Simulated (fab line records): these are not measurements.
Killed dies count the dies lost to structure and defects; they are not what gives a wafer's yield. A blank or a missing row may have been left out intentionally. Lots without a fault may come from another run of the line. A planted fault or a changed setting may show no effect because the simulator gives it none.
Matching of chambers ; flow gf180mcu ; cmp-02 running GF_STI_CMP_25: 4 sister chambers
The step polishes, stops on Si3N4, t overpolish 33 s, target thk 524.6 nm. 16 wafers are shown with their chamber, then 8 later ones without.

## WAFERS, EACH WITH ITS CHAMBER
wafer;chamber;motorCurrentA (A);timeToEndpointS (s);overpolishRunS (s)
L211.1;3;13.1;127;33.002
L211.3;2;11.9;114;33.000
L211.6;2;11.9;115;33.014
L212.2;3;14.0;126;32.994
L212.3;2;11.9;113;33.016
L212.6;1;11.2;118;32.983
L213.1;1;11.7;115;33.009
L213.2;3;13.2;125;32.989
L213.3;2;12.3;115;32.993
L216.2;0;11.8;126;32.996
L216.4;1;11.4;122;32.986
L216.6;0;11.7;131;33.004
L227.2;0;11.2;120;33.006
L227.5;3;13.5;125;33.011
L227.6;2;11.9;116;32.996
L229.1;1;11.3;121;32.999

SIGNATURES (averages over the wafers above)
reading;chamber 0;chamber 1;chamber 2;chamber 3;scatter within a chamber
motorCurrentA;11.567;11.400;11.980;13.450;0.284
timeToEndpointS;125.67;119.00;114.60;125.75;2.87
overpolishRunS;33.00200;32.99425;33.00380;32.99900;0.0101
Rule: distance of a wafer from a chamber = root of the sum over the readings of ((wafer's reading minus chamber's mean) / reading's scatter) squared. The wafer belongs to the nearest chamber; if the next one is less than 2 further off, it can't be placed. How the scatter is found: for the shown wafers, subtract from each reading the mean of its chamber, square and add these, divide the total by (wafers less chambers), then take the root.

## WAFERS WITHOUT THEIR CHAMBER
wafer;motorCurrentA (A);timeToEndpointS (s);overpolishRunS (s)
L229.3;11.9;127;33.008
L229.4;11.8;118;32.997
L230.1;11.3;129;33.002
L230.4;13.6;125;33.000
L230.5;12.3;117;32.995
L233.2;11.3;125;33.003
L233.3;11.8;123;33.014
L233.4;13.6;128;33.012

## EACH ONE'S CHAMBER
wafer;from the rows above;in truth
L229.3;0;0
L229.4;can't be placed: 1 or 2 or 0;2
L230.1;0;0
L230.4;3;3
L230.5;can't be placed: 2 or 1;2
L233.2;can't be placed: 0 or 1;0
L233.3;can't be placed: 0 or 1 or 2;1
L233.4;3;3
Correctly placed: 4 of 8. Unplaceable from these rows: 4, with the true chamber sitting among the candidates in 4. Wrongly placed: 0.
